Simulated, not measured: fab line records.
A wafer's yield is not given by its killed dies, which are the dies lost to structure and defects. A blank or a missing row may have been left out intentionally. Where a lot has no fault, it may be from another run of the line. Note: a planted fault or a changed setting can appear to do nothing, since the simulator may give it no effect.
fab line records + flow sky130
record
- lots=24
- wafers=72
- last-day=50
route steps=708 shown VT_ADJUST_LVTN@104 SONOS_ONO@173 CONTACT@431 METAL3@532 METAL5@666
lots with no fault: from the same line, run without faults
start-h: hours from the record's opening day to when the first of the lot's shown wafers began + wait-h: hours since the lot's step before + " as in the row above + L1.1+2: one row covering several wafers at once + - no value, or no start was given + * or withheld: withheld + < > ~ a bound
route shown NAME@n: names a module that has steps shown in the file, with the first one's number in the route + usual: the fault-free wafers' mean and standard deviation + same: alike in all rows + chamber/n: place in a boat + sites: the reading at each site + _std_site: the standard deviation of these + _edge_site: mean of outer sites minus mean of inner sites + radius-mm: how far each site lies from the wafer's centre + mask NAME#n: copy n + behind: the tool/chamber that last shaped the wafer + hold: the reason the lot was held/the length of the hold in hours/how it ended + device: the n, p or np transistor that did not switch + end of line: at the end of the route, the tests of the same wafers + a step given without rows: its recipe and nothing more + killed: at the first sort, the dies lost to defects and structure; wafer yield is something else + map: per-die view of a wafer (x killed, . not killed, _ where there is no die)
set.NAME: the run value of the setting; set.NAME@STEP: its run value at that earlier step + model.NAME: the simulator's own value behind a step, which no gauge read
the route's steps for a sample of lots (tables are steps, rows are wafers)
services: a tool's chamber out of use, with start hour (start-h, from the record's first day; less than 0 if before it), hours out, and reason
## steps
# step SKY_VT_ADJUST_LVTN_OVL_MEAS_07
# usual
- VT_ADJUST_LVTN_OVL=0.0/1
| lot.wafer | tool       | chamber | start-h | wait-h | VT_ADJUST_LVTN_OVL[nm] |
|-----------|------------|---------|---------|--------|------------------------|
| L074.3    | overlay-01 | -       | 143.90  | -      | 1.6                    |
| L074.4    | "          | -       | "       | "      | 0.3                    |
| L074.6    | "          | -       | "       | "      | -0.1                   |
| L075.1    | overlay-02 | -       | 152.53  | -      | 1.1                    |
| L075.2    | "          | -       | "       | "      | 1.2                    |
| L075.4    | "          | -       | "       | "      | 0.8                    |
| L077.1    | overlay-01 | -       | 159.84  | -      | 0.2                    |
| L077.4    | "          | -       | "       | "      | -1.0                   |
| L077.5    | "          | -       | "       | "      | 0.0                    |
| L076.3    | overlay-02 | -       | 159.95  | -      | 1.8                    |
| L076.4    | "          | -       | "       | "      | 2.4                    |
| L076.6    | "          | -       | "       | "      | 1.6                    |
| L078.2    | overlay-01 | -       | 164.64  | -      | 1.5                    |
| L078.5    | "          | -       | "       | "      | 0.7                    |
| L078.6    | "          | -       | "       | "      | 1.2                    |
| L079.1    | overlay-01 | -       | 173.83  | -      | 0.2                    |
| L079.2    | "          | -       | "       | "      | -0.1                   |
| L079.6    | "          | -       | "       | "      | 0.9                    |
| L080.3    | overlay-02 | -       | 183.35  | -      | 0.3                    |
| L080.4    | "          | -       | "       | "      | -0.2                   |
| L080.6    | "          | -       | "       | "      | -0.3                   |
| L081.1    | overlay-02 | -       | 186.34  | -      | 0.9                    |
| L081.3    | "          | -       | "       | "      | -0.1                   |
| L081.5    | "          | -       | "       | "      | 0.3                    |
| L082.1    | overlay-02 | -       | 191.79  | -      | 1.0                    |
| L082.3    | "          | -       | "       | "      | 2.0                    |
| L082.5    | "          | -       | "       | "      | 1.4                    |
| L083.1    | overlay-01 | -       | 199.24  | -      | -0.7                   |
| L083.3    | "          | -       | "       | "      | -1.3                   |
| L083.5    | "          | -       | "       | "      | -1.5                   |
| L084.1    | overlay-01 | -       | 206.78  | -      | -0.1                   |
| L084.2    | "          | -       | "       | "      | -1.4                   |
| L084.6    | "          | -       | "       | "      | -1.2                   |
| L085.2    | overlay-02 | -       | 210.44  | -      | -0.1                   |
| L085.3    | "          | -       | "       | "      | -1.0                   |
| L085.5    | "          | -       | "       | "      | 0.2                    |
| L086.1    | overlay-01 | -       | 217.78  | -      | -0.8                   |
| L086.5    | "          | -       | "       | "      | -0.7                   |
| L086.6    | "          | -       | "       | "      | 0.2                    |
| L087.3    | overlay-01 | -       | 225.00  | -      | -0.3                   |
| L087.4    | "          | -       | "       | "      | 0.2                    |
| L087.6    | "          | -       | "       | "      | -1.3                   |
| L088.1    | overlay-01 | -       | 228.64  | -      | 1.0                    |
| L088.4    | "          | -       | "       | "      | 0.2                    |
| L088.6    | "          | -       | "       | "      | 1.5                    |
| L089.1    | overlay-02 | -       | 238.34  | -      | 1.4                    |
| L089.5    | "          | -       | "       | "      | 0.2                    |
| L089.6    | "          | -       | "       | "      | 1.4                    |
| L090.1    | overlay-02 | -       | 242.94  | -      | 0.2                    |
| L090.3    | "          | -       | "       | "      | 0.3                    |
| L090.6    | "          | -       | "       | "      | -0.8                   |
| L091.3    | overlay-01 | -       | 249.85  | -      | 0.8                    |
| L091.4    | "          | -       | "       | "      | -0.5                   |
| L091.6    | "          | -       | "       | "      | -2.3                   |
| L092.1    | overlay-02 | -       | 256.99  | -      | 0.6                    |
| L092.4    | "          | -       | "       | "      | 0.3                    |
| L092.5    | "          | -       | "       | "      | -0.6                   |
| L093.2    | overlay-01 | -       | 262.69  | -      | -0.6                   |
| L093.5    | "          | -       | "       | "      | -1.6                   |
| L093.6    | "          | -       | "       | "      | 0.0                    |
| L094.1    | overlay-01 | -       | 280.74  | -      | -2.6                   |
| L094.2    | "          | -       | "       | "      | 0.1                    |
| L094.6    | "          | -       | "       | "      | -1.6                   |
| L095.1    | overlay-01 | -       | 298.44  | -      | -1.6                   |
| L095.4    | "          | -       | "       | "      | -0.9                   |
| L095.6    | "          | -       | "       | "      | -3.0                   |
| L096.2    | overlay-02 | -       | 298.99  | -      | 1.6                    |
| L096.5    | "          | -       | "       | "      | 2.7                    |
| L096.6    | "          | -       | "       | "      | 1.4                    |
| L097.3    | overlay-01 | -       | 301.15  | -      | -0.2                   |
| L097.5    | "          | -       | "       | "      | -1.6                   |
| L097.6    | "          | -       | "       | "      | -0.7                   |
# step SKY_SONOS_ONO_THK_MEAS_05
# recipe
- reads=SiO2_of_SONOS_ONO_CVD_04
# usual
- SONOS_ONO_CVD_04_THK=5.71/0.09
| lot.wafer | tool          | chamber | start-h | wait-h | SONOS_ONO_CVD_04_THK[nm] |
|-----------|---------------|---------|---------|--------|--------------------------|
| L074.3    | film-metro-01 | -       | 259.84  | 0.0    | 5.57                     |
| L074.4    | "             | -       | "       | "      | 5.60                     |
| L074.6    | "             | -       | "       | "      | 5.60                     |
| L075.1    | film-metro-01 | -       | 272.39  | 0.0    | 5.75                     |
| L075.2    | "             | -       | "       | "      | 5.76                     |
| L075.4    | "             | -       | "       | "      | 5.74                     |
| L077.1    | film-metro-04 | -       | 272.39  | 0.0    | 5.79                     |
| L077.4    | "             | -       | "       | "      | 5.76                     |
| L077.5    | "             | -       | "       | "      | 5.76                     |
| L078.2    | film-metro-02 | -       | 279.05  | 0.0    | 5.73                     |
| L078.5    | "             | -       | "       | "      | 5.84                     |
| L078.6    | "             | -       | "       | "      | 5.58                     |
| L076.3    | film-metro-04 | -       | 279.06  | 0.0    | 5.69                     |
| L076.4    | "             | -       | "       | "      | 5.72                     |
| L076.6    | "             | -       | "       | "      | 5.73                     |
| L079.1    | film-metro-04 | -       | 293.21  | 0.0    | 5.65                     |
| L079.2    | "             | -       | "       | "      | 5.68                     |
| L079.6    | "             | -       | "       | "      | 5.64                     |
| L081.1    | film-metro-04 | -       | 306.23  | 0.0    | 5.74                     |
| L081.3    | "             | -       | "       | "      | 5.73                     |
| L081.5    | "             | -       | "       | "      | 5.71                     |
| L080.3    | film-metro-02 | -       | 306.25  | 0.0    | 5.80                     |
| L080.4    | "             | -       | "       | "      | 5.76                     |
| L080.6    | "             | -       | "       | "      | 5.77                     |
| L082.1    | film-metro-01 | -       | 318.32  | 0.0    | 5.68                     |
| L082.3    | "             | -       | "       | "      | 5.80                     |
| L082.5    | "             | -       | "       | "      | 5.60                     |
| L083.1    | film-metro-04 | -       | 318.32  | 0.0    | 5.90                     |
| L083.3    | "             | -       | "       | "      | 5.85                     |
| L083.5    | "             | -       | "       | "      | 5.65                     |
| L084.1    | film-metro-04 | -       | 328.55  | 0.0    | 5.88                     |
| L084.2    | "             | -       | "       | "      | 5.81                     |
| L084.6    | "             | -       | "       | "      | 5.93                     |
| L085.2    | film-metro-01 | -       | 333.18  | 0.0    | 5.69                     |
| L085.3    | "             | -       | "       | "      | 5.87                     |
| L085.5    | "             | -       | "       | "      | 5.79                     |
| L086.1    | film-metro-01 | -       | 338.87  | 0.0    | 5.77                     |
| L086.5    | "             | -       | "       | "      | 5.78                     |
| L086.6    | "             | -       | "       | "      | 5.84                     |
| L087.3    | film-metro-02 | -       | 346.07  | 0.0    | 5.84                     |
| L087.4    | "             | -       | "       | "      | 5.79                     |
| L087.6    | "             | -       | "       | "      | 5.67                     |
| L088.1    | film-metro-02 | -       | 352.87  | 0.0    | 5.64                     |
| L088.4    | "             | -       | "       | "      | 5.65                     |
| L088.6    | "             | -       | "       | "      | 5.55                     |
| L089.1    | film-metro-02 | -       | 370.43  | 0.0    | 5.68                     |
| L089.5    | "             | -       | "       | "      | 5.86                     |
| L089.6    | "             | -       | "       | "      | 5.73                     |
| L090.1    | film-metro-04 | -       | 373.31  | 0.0    | 5.79                     |
| L090.3    | "             | -       | "       | "      | 5.67                     |
| L090.6    | "             | -       | "       | "      | 5.75                     |
| L091.3    | film-metro-01 | -       | 383.57  | 0.0    | 5.69                     |
| L091.4    | "             | -       | "       | "      | 5.56                     |
| L091.6    | "             | -       | "       | "      | 5.67                     |
| L092.1    | film-metro-02 | -       | 392.38  | 0.0    | 5.76                     |
| L092.4    | "             | -       | "       | "      | 5.72                     |
| L092.5    | "             | -       | "       | "      | 5.71                     |
| L093.2    | film-metro-02 | -       | 398.56  | 0.0    | 5.61                     |
| L093.5    | "             | -       | "       | "      | 5.71                     |
| L093.6    | "             | -       | "       | "      | 5.69                     |
| L094.1    | film-metro-01 | -       | 421.10  | 0.0    | 5.80                     |
| L094.2    | "             | -       | "       | "      | 5.80                     |
| L094.6    | "             | -       | "       | "      | 5.87                     |
| L095.1    | film-metro-02 | -       | 442.52  | 0.0    | 5.57                     |
| L095.4    | "             | -       | "       | "      | 5.55                     |
| L095.6    | "             | -       | "       | "      | 5.59                     |
| L096.2    | film-metro-01 | -       | 443.88  | 0.0    | 5.69                     |
| L096.5    | "             | -       | "       | "      | 5.70                     |
| L096.6    | "             | -       | "       | "      | 5.62                     |
| L097.3    | film-metro-01 | -       | 446.29  | 0.0    | 5.70                     |
| L097.5    | "             | -       | "       | "      | 5.66                     |
| L097.6    | "             | -       | "       | "      | 5.72                     |
# step SKY_CONTACT_RS_MEAS_25
# recipe
- thk-meas-gauge=four-point-probe
- reads=W_of_CONTACT_CVD_24+TiN_of_CONTACT_SPUTTER_23
# usual
- CONTACT_W_RS=0.336/0.0032
| lot.wafer | tool          | chamber | start-h | wait-h | CONTACT_W_RS[ohm/sq] |
|-----------|---------------|---------|---------|--------|----------------------|
| L074.3    | film-metro-04 | -       | 740.92  | 0.1    | 0.334                |
| L074.4    | "             | -       | "       | "      | 0.343                |
| L074.6    | "             | -       | "       | "      | 0.337                |
| L076.3    | film-metro-04 | -       | 753.83  | 0.1    | 0.336                |
| L076.4    | "             | -       | "       | "      | 0.334                |
| L076.6    | "             | -       | "       | "      | 0.332                |
| L077.1    | film-metro-01 | -       | 755.99  | 0.1    | 0.336                |
| L077.4    | "             | -       | "       | "      | 0.341                |
| L077.5    | "             | -       | "       | "      | 0.337                |
| L075.1    | film-metro-02 | -       | 758.54  | 0.1    | 0.338                |
| L075.2    | "             | -       | "       | "      | 0.335                |
| L075.4    | "             | -       | "       | "      | 0.338                |
| L078.2    | film-metro-04 | -       | 759.71  | 0.1    | 0.332                |
| L078.5    | "             | -       | "       | "      | 0.332                |
| L078.6    | "             | -       | "       | "      | 0.331                |
| L079.1    | film-metro-01 | -       | 778.78  | 0.1    | 0.330                |
| L079.2    | "             | -       | "       | "      | 0.334                |
| L079.6    | "             | -       | "       | "      | 0.333                |
| L080.3    | film-metro-02 | -       | 785.79  | 0.1    | 0.337                |
| L080.4    | "             | -       | "       | "      | 0.339                |
| L080.6    | "             | -       | "       | "      | 0.337                |
| L081.1    | film-metro-01 | -       | 788.07  | 0.1    | 0.335                |
| L081.3    | "             | -       | "       | "      | 0.332                |
| L081.5    | "             | -       | "       | "      | 0.333                |
| L082.1    | film-metro-02 | -       | 794.85  | 0.1    | 0.340                |
| L082.3    | "             | -       | "       | "      | 0.341                |
| L082.5    | "             | -       | "       | "      | 0.340                |
| L083.1    | film-metro-04 | -       | 798.41  | 0.1    | 0.329                |
| L083.3    | "             | -       | "       | "      | 0.335                |
| L083.5    | "             | -       | "       | "      | 0.335                |
| L084.1    | film-metro-02 | -       | 804.69  | 0.1    | 0.332                |
| L084.2    | "             | -       | "       | "      | 0.336                |
| L084.6    | "             | -       | "       | "      | 0.333                |
| L085.2    | film-metro-02 | -       | 812.55  | 0.1    | 0.329                |
| L085.3    | "             | -       | "       | "      | 0.334                |
| L085.5    | "             | -       | "       | "      | 0.333                |
| L086.1    | film-metro-04 | -       | 821.28  | 0.1    | 0.334                |
| L086.5    | "             | -       | "       | "      | 0.333                |
| L086.6    | "             | -       | "       | "      | 0.330                |
| L087.3    | film-metro-02 | -       | 824.03  | 0.1    | 0.336                |
| L087.4    | "             | -       | "       | "      | 0.332                |
| L087.6    | "             | -       | "       | "      | 0.330                |
| L088.1    | film-metro-02 | -       | 829.04  | 0.1    | 0.331                |
| L088.4    | "             | -       | "       | "      | 0.340                |
| L088.6    | "             | -       | "       | "      | 0.334                |
| L089.1    | film-metro-04 | -       | 845.53  | 0.1    | 0.336                |
| L089.5    | "             | -       | "       | "      | 0.337                |
| L089.6    | "             | -       | "       | "      | 0.333                |
| L090.1    | film-metro-02 | -       | 848.81  | 0.1    | 0.337                |
| L090.3    | "             | -       | "       | "      | 0.333                |
| L090.6    | "             | -       | "       | "      | 0.345                |
| L091.3    | film-metro-04 | -       | 858.86  | 0.1    | 0.335                |
| L091.4    | "             | -       | "       | "      | 0.341                |
| L091.6    | "             | -       | "       | "      | 0.335                |
| L092.1    | film-metro-04 | -       | 866.69  | 0.1    | 0.339                |
| L092.4    | "             | -       | "       | "      | 0.340                |
| L092.5    | "             | -       | "       | "      | 0.332                |
| L093.2    | film-metro-02 | -       | 871.67  | 0.1    | 0.335                |
| L093.5    | "             | -       | "       | "      | 0.336                |
| L093.6    | "             | -       | "       | "      | 0.331                |
| L094.1    | film-metro-02 | -       | 889.42  | 0.1    | 0.337                |
| L094.2    | "             | -       | "       | "      | 0.333                |
| L094.6    | "             | -       | "       | "      | 0.335                |
| L095.1    | film-metro-02 | -       | 903.95  | 0.1    | 0.338                |
| L095.4    | "             | -       | "       | "      | 0.336                |
| L095.6    | "             | -       | "       | "      | 0.333                |
| L097.3    | film-metro-04 | -       | 906.96  | 0.1    | 0.337                |
| L097.5    | "             | -       | "       | "      | 0.334                |
| L097.6    | "             | -       | "       | "      | 0.337                |
| L096.2    | film-metro-01 | -       | 908.55  | 0.1    | 0.337                |
| L096.5    | "             | -       | "       | "      | 0.343                |
| L096.6    | "             | -       | "       | "      | 0.341                |
# step SKY_METAL3_SPUTTER_00
# recipe
- material=Ti
- target-thk-nm=15
- power-w=3000
- time-s=10
- chamber-pressure-pa=0.4
# usual
- throttle-valve-pct=30.0/1.1
| lot.wafer | tool           | chamber | start-h | wait-h | throttle-valve-pct |
|-----------|----------------|---------|---------|--------|--------------------|
| L074.3    | pvd-sputter-02 | -       | 852.70  | 0.2    | 28.6               |
| L074.4    | "              | -       | "       | "      | 28.8               |
| L074.6    | "              | -       | "       | "      | 28.9               |
| L076.3    | pvd-sputter-02 | -       | 865.26  | 0.1    | 31.6               |
| L076.4    | "              | -       | "       | "      | 28.7               |
| L076.6    | "              | -       | "       | "      | 28.9               |
| L077.1    | pvd-sputter-02 | -       | 865.52  | 0.1    | 28.3               |
| L077.4    | "              | -       | "       | "      | 31.8               |
| L077.5    | "              | -       | "       | "      | 29.3               |
| L075.1    | pvd-sputter-04 | -       | 869.71  | 0.1    | 31.0               |
| L075.2    | "              | -       | "       | "      | 29.4               |
| L075.4    | "              | -       | "       | "      | 31.1               |
| L078.2    | pvd-sputter-02 | -       | 870.41  | 0.2    | 29.0               |
| L078.5    | "              | -       | "       | "      | 31.8               |
| L078.6    | "              | -       | "       | "      | 28.9               |
| L079.1    | pvd-sputter-02 | -       | 888.36  | 0.2    | 31.6               |
| L079.2    | "              | -       | "       | "      | 29.2               |
| L079.6    | "              | -       | "       | "      | 28.7               |
| L080.3    | pvd-sputter-02 | -       | 896.45  | 0.2    | 32.1               |
| L080.4    | "              | -       | "       | "      | 29.1               |
| L080.6    | "              | -       | "       | "      | 29.3               |
| L081.1    | pvd-sputter-02 | -       | 898.75  | 0.1    | 28.7               |
| L081.3    | "              | -       | "       | "      | 31.6               |
| L081.5    | "              | -       | "       | "      | 31.5               |
| L082.1    | pvd-sputter-03 | -       | 903.77  | 0.1    | 29.4               |
| L082.3    | "              | -       | "       | "      | 28.7               |
| L082.5    | "              | -       | "       | "      | 30.9               |
| L083.1    | pvd-sputter-03 | -       | 907.67  | 0.2    | 28.8               |
| L083.3    | "              | -       | "       | "      | 29.6               |
| L083.5    | "              | -       | "       | "      | 30.6               |
| L084.1    | pvd-sputter-02 | -       | 914.07  | 0.1    | 31.6               |
| L084.2    | "              | -       | "       | "      | 28.9               |
| L084.6    | "              | -       | "       | "      | 28.8               |
| L085.2    | pvd-sputter-04 | -       | 920.71  | 0.2    | 29.2               |
| L085.3    | "              | -       | "       | "      | 31.0               |
| L085.5    | "              | -       | "       | "      | 30.8               |
| L086.1    | pvd-sputter-04 | -       | 930.13  | 0.2    | 30.8               |
| L086.5    | "              | -       | "       | "      | 29.7               |
| L086.6    | "              | -       | "       | "      | 30.7               |
| L087.3    | pvd-sputter-04 | -       | 932.77  | 0.2    | 30.8               |
| L087.4    | "              | -       | "       | "      | 30.9               |
| L087.6    | "              | -       | "       | "      | 30.9               |
| L088.1    | pvd-sputter-02 | -       | 937.38  | 0.1    | 28.9               |
| L088.4    | "              | -       | "       | "      | 29.3               |
| L088.6    | "              | -       | "       | "      | 29.1               |
| L089.1    | pvd-sputter-04 | -       | 952.66  | 0.2    | 29.5               |
| L089.5    | "              | -       | "       | "      | 30.6               |
| L089.6    | "              | -       | "       | "      | 30.7               |
| L090.1    | pvd-sputter-02 | -       | 954.97  | 0.1    | 29.1               |
| L090.3    | "              | -       | "       | "      | 31.7               |
| L090.6    | "              | -       | "       | "      | 31.7               |
| L091.3    | pvd-sputter-04 | -       | 965.04  | 0.2    | 30.7               |
| L091.4    | "              | -       | "       | "      | 29.4               |
| L091.6    | "              | -       | "       | "      | 30.8               |
| L092.1    | pvd-sputter-04 | -       | 971.66  | 0.2    | 29.5               |
| L092.4    | "              | -       | "       | "      | 30.9               |
| L092.5    | "              | -       | "       | "      | 29.5               |
| L093.2    | pvd-sputter-02 | -       | 976.65  | 0.2    | 29.0               |
| L093.5    | "              | -       | "       | "      | 29.0               |
| L093.6    | "              | -       | "       | "      | 31.7               |
| L094.1    | pvd-sputter-02 | -       | 992.45  | 0.1    | 29.0               |
| L094.2    | "              | -       | "       | "      | 28.8               |
| L094.6    | "              | -       | "       | "      | 29.0               |
| L095.1    | pvd-sputter-02 | -       | 1008.47 | 0.1    | 31.6               |
| L095.4    | "              | -       | "       | "      | 29.6               |
| L095.6    | "              | -       | "       | "      | 31.9               |
| L097.3    | pvd-sputter-03 | -       | 1009.15 | 0.1    | 31.4               |
| L097.5    | "              | -       | "       | "      | 31.2               |
| L097.6    | "              | -       | "       | "      | 30.9               |
| L096.2    | pvd-sputter-03 | -       | 1010.02 | 0.1    | 29.5               |
| L096.5    | "              | -       | "       | "      | 29.3               |
| L096.6    | "              | -       | "       | "      | 28.7               |
# step SKY_METAL3_OVL_MEAS_14
# usual
- METAL3_OVL=-2/5.3
| lot.wafer | tool       | chamber | start-h | wait-h | METAL3_OVL[nm] |
|-----------|------------|---------|---------|--------|----------------|
| L074.3    | overlay-01 | -       | 904.97  | 0.1    | -5             |
| L074.4    | "          | -       | "       | "      | -6             |
| L074.6    | "          | -       | "       | "      | -4             |
| L076.3    | overlay-02 | -       | 915.12  | 0.1    | 8              |
| L076.4    | "          | -       | "       | "      | 0              |
| L076.6    | "          | -       | "       | "      | 0              |
| L077.1    | overlay-01 | -       | 917.30  | 0.1    | -16            |
| L077.4    | "          | -       | "       | "      | -5             |
| L077.5    | "          | -       | "       | "      | -13            |
| L075.1    | overlay-02 | -       | 920.26  | 0.1    | 3              |
| L075.2    | "          | -       | "       | "      | 1              |
| L075.4    | "          | -       | "       | "      | -1             |
| L078.2    | overlay-02 | -       | 921.30  | 0.1    | 0              |
| L078.5    | "          | -       | "       | "      | -5             |
| L078.6    | "          | -       | "       | "      | 3              |
| L079.1    | overlay-01 | -       | 938.45  | 0.1    | 3              |
| L079.2    | "          | -       | "       | "      | 1              |
| L079.6    | "          | -       | "       | "      | -3             |
| L080.3    | overlay-01 | -       | 946.01  | 0.1    | -2             |
| L080.4    | "          | -       | "       | "      | 6              |
| L080.6    | "          | -       | "       | "      | 3              |
| L081.1    | overlay-01 | -       | 948.41  | 0.1    | -7             |
| L081.3    | "          | -       | "       | "      | -1             |
| L081.5    | "          | -       | "       | "      | -4             |
| L082.1    | overlay-02 | -       | 953.24  | 0.1    | -1             |
| L082.3    | "          | -       | "       | "      | 0              |
| L082.5    | "          | -       | "       | "      | 4              |
| L083.1    | overlay-01 | -       | 956.36  | 0.1    | 0              |
| L083.3    | "          | -       | "       | "      | 6              |
| L083.5    | "          | -       | "       | "      | 5              |
| L084.1    | overlay-02 | -       | 963.90  | 0.1    | -5             |
| L084.2    | "          | -       | "       | "      | -3             |
| L084.6    | "          | -       | "       | "      | 0              |
| L085.2    | overlay-02 | -       | 970.61  | 0.1    | 7              |
| L085.3    | "          | -       | "       | "      | 6              |
| L085.5    | "          | -       | "       | "      | 1              |
| L086.1    | overlay-02 | -       | 979.20  | 0.1    | -7             |
| L086.5    | "          | -       | "       | "      | -8             |
| L086.6    | "          | -       | "       | "      | -8             |
| L087.3    | overlay-01 | -       | 981.22  | 0.1    | -12            |
| L087.4    | "          | -       | "       | "      | -9             |
| L087.6    | "          | -       | "       | "      | -7             |
| L088.1    | overlay-01 | -       | 985.75  | 0.1    | 5              |
| L088.4    | "          | -       | "       | "      | 6              |
| L088.6    | "          | -       | "       | "      | 8              |
| L089.1    | overlay-01 | -       | 1001.61 | 0.1    | -11            |
| L089.5    | "          | -       | "       | "      | -4             |
| L089.6    | "          | -       | "       | "      | -5             |
| L090.1    | overlay-02 | -       | 1004.01 | 0.1    | -3             |
| L090.3    | "          | -       | "       | "      | -5             |
| L090.6    | "          | -       | "       | "      | -4             |
| L091.3    | overlay-01 | -       | 1012.32 | 0.1    | 3              |
| L091.4    | "          | -       | "       | "      | 6              |
| L091.6    | "          | -       | "       | "      | 4              |
| L092.1    | overlay-01 | -       | 1018.45 | 0.1    | -6             |
| L092.4    | "          | -       | "       | "      | -3             |
| L092.5    | "          | -       | "       | "      | -3             |
| L093.2    | overlay-01 | -       | 1023.60 | 0.1    | -9             |
| L093.5    | "          | -       | "       | "      | -14            |
| L093.6    | "          | -       | "       | "      | -10            |
| L094.1    | overlay-01 | -       | 1038.75 | 0.1    | -9             |
| L094.2    | "          | -       | "       | "      | -9             |
| L094.6    | "          | -       | "       | "      | -8             |
| L095.1    | overlay-02 | -       | 1054.51 | 0.1    | 7              |
| L095.4    | "          | -       | "       | "      | 4              |
| L095.6    | "          | -       | "       | "      | 5              |
| L097.3    | overlay-02 | -       | 1054.81 | 0.1    | 0              |
| L097.5    | "          | -       | "       | "      | -4             |
| L097.6    | "          | -       | "       | "      | -10            |
| L096.2    | overlay-01 | -       | 1055.15 | 0.1    | -6             |
| L096.5    | "          | -       | "       | "      | -4             |
| L096.6    | "          | -       | "       | "      | -11            |
# step SKY_METAL5_RS_MEAS_05
# recipe
- thk-meas-gauge=four-point-probe
- reads=TiN_of_METAL5_SPUTTER_04+Ti_of_METAL5_SPUTTER_03+AlCu_of_METAL5_SPUTTER_02+TiN_of_METAL5_SPUTTER_01+Ti_of_METAL5_SPUTTER_00
# usual
- METAL5_ALCU_RS=0.02703/0.00028
| lot.wafer | tool          | chamber | start-h | wait-h | METAL5_ALCU_RS[ohm/sq] |
|-----------|---------------|---------|---------|--------|------------------------|
| L074.3    | film-metro-02 | -       | 1006.80 | 0.1    | 0.02693                |
| L074.4    | "             | -       | "       | "      | 0.02709                |
| L074.6    | "             | -       | "       | "      | 0.02709                |
| L076.3    | film-metro-02 | -       | 1017.04 | 0.1    | 0.02693                |
| L076.4    | "             | -       | "       | "      | 0.02691                |
| L076.6    | "             | -       | "       | "      | 0.02713                |
| L077.1    | film-metro-02 | -       | 1018.91 | 0.0    | 0.02674                |
| L077.4    | "             | -       | "       | "      | 0.02694                |
| L077.5    | "             | -       | "       | "      | 0.0272                 |
| L075.1    | film-metro-04 | -       | 1020.91 | 0.0    | 0.02727                |
| L075.2    | "             | -       | "       | "      | 0.02709                |
| L075.4    | "             | -       | "       | "      | 0.02704                |
| L078.2    | film-metro-03 | -       | 1022.26 | 0.0    | 0.02669                |
| L078.5    | "             | -       | "       | "      | 0.0265                 |
| L078.6    | "             | -       | "       | "      | 0.02671                |
| L079.1    | film-metro-02 | -       | 1038.94 | 0.0    | 0.02711                |
| L079.2    | "             | -       | "       | "      | 0.02698                |
| L079.6    | "             | -       | "       | "      | 0.02698                |
| L080.3    | film-metro-04 | -       | 1045.24 | 0.1    | 0.02716                |
| L080.4    | "             | -       | "       | "      | 0.02709                |
| L080.6    | "             | -       | "       | "      | 0.02689                |
| L081.1    | film-metro-03 | -       | 1047.31 | 0.0    | 0.02753                |
| L081.3    | "             | -       | "       | "      | 0.02755                |
| L081.5    | "             | -       | "       | "      | 0.02733                |
| L082.1    | film-metro-03 | -       | 1051.69 | 0.0    | 0.02746                |
| L082.3    | "             | -       | "       | "      | 0.02724                |
| L082.5    | "             | -       | "       | "      | 0.02706                |
| L083.1    | film-metro-04 | -       | 1055.46 | 0.0    | 0.0265                 |
| L083.3    | "             | -       | "       | "      | 0.02654                |
| L083.5    | "             | -       | "       | "      | 0.02679                |
| L084.1    | film-metro-04 | -       | 1061.11 | 0.0    | 0.02675                |
| L084.2    | "             | -       | "       | "      | 0.02688                |
| L084.6    | "             | -       | "       | "      | 0.02683                |
| L085.2    | film-metro-02 | -       | 1066.87 | 0.0    | 0.02682                |
| L085.3    | "             | -       | "       | "      | 0.02702                |
| L085.5    | "             | -       | "       | "      | 0.02675                |
| L086.1    | film-metro-02 | -       | 1076.85 | 0.0    | 0.0274                 |
| L086.5    | "             | -       | "       | "      | 0.02731                |
| L086.6    | "             | -       | "       | "      | 0.02753                |
| L087.3    | film-metro-03 | -       | 1077.20 | 0.1    | 0.02682                |
| L087.4    | "             | -       | "       | "      | 0.02687                |
| L087.6    | "             | -       | "       | "      | 0.02699                |
| L088.1    | film-metro-02 | -       | 1081.27 | 0.0    | 0.02694                |
| L088.4    | "             | -       | "       | "      | 0.02708                |
| L088.6    | "             | -       | "       | "      | 0.0268                 |
| L089.1    | film-metro-03 | -       | 1096.59 | 0.0    | 0.02682                |
| L089.5    | "             | -       | "       | "      | 0.02701                |
| L089.6    | "             | -       | "       | "      | 0.02737                |
| L090.1    | film-metro-02 | -       | 1098.68 | 0.0    | 0.0271                 |
| L090.3    | "             | -       | "       | "      | 0.02738                |
| L090.6    | "             | -       | "       | "      | 0.02751                |
| L091.3    | film-metro-02 | -       | 1107.08 | 0.1    | 0.02698                |
| L091.4    | "             | -       | "       | "      | 0.02675                |
| L091.6    | "             | -       | "       | "      | 0.02681                |
| L092.1    | film-metro-03 | -       | 1109.78 | 0.0    | 0.02713                |
| L092.4    | "             | -       | "       | "      | 0.02716                |
| L092.5    | "             | -       | "       | "      | 0.02696                |
| L093.2    | film-metro-02 | -       | 1114.92 | 0.0    | 0.02695                |
| L093.5    | "             | -       | "       | "      | 0.02719                |
| L093.6    | "             | -       | "       | "      | 0.02757                |
| L094.1    | film-metro-02 | -       | 1129.18 | 0.0    | 0.02666                |
| L094.2    | "             | -       | "       | "      | 0.02675                |
| L094.6    | "             | -       | "       | "      | 0.027                  |
| L095.1    | film-metro-02 | -       | 1142.21 | 0.0    | 0.02733                |
| L095.4    | "             | -       | "       | "      | 0.02716                |
| L095.6    | "             | -       | "       | "      | 0.02734                |
| L097.3    | film-metro-02 | -       | 1142.95 | 0.1    | 0.02747                |
| L097.5    | "             | -       | "       | "      | 0.0274                 |
| L097.6    | "             | -       | "       | "      | 0.02712                |
| L096.2    | film-metro-03 | -       | 1143.20 | 0.0    | 0.02696                |
| L096.5    | "             | -       | "       | "      | 0.02684                |
| L096.6    | "             | -       | "       | "      | 0.02691                |
## services
| tool           | chamber | start-h | hours | kind                   |
|----------------|---------|---------|-------|------------------------|
| pvd-sputter-03 | -       | 862.52  | 24.1  | repair                 |
| pvd-sputter-02 | 3       | 870.05  | -     | consumable-replace:kit |
| pvd-sputter-02 | 3       | 870.05  | 18.0  | scheduled-down         |
| pvd-sputter-02 | 3       | 870.05  | 18.0  | vent-cycle             |
| pvd-sputter-02 | -       | 911.20  | 1.0   | repair                 |
| pvd-sputter-03 | 0       | 935.57  | -     | consumable-replace:kit |
| pvd-sputter-03 | 0       | 935.57  | 18.0  | scheduled-down         |
| pvd-sputter-03 | 0       | 935.57  | 18.0  | vent-cycle             |
| pvd-sputter-03 | -       | 937.20  | 3.6   | repair                 |
| pvd-sputter-04 | 2       | 971.81  | -     | consumable-replace:kit |
| pvd-sputter-04 | 2       | 971.81  | 18.0  | scheduled-down         |
| pvd-sputter-04 | 2       | 971.81  | 18.0  | vent-cycle             |
| pvd-sputter-04 | -       | 982.18  | 7.5   | repair                 |
## key
fault none
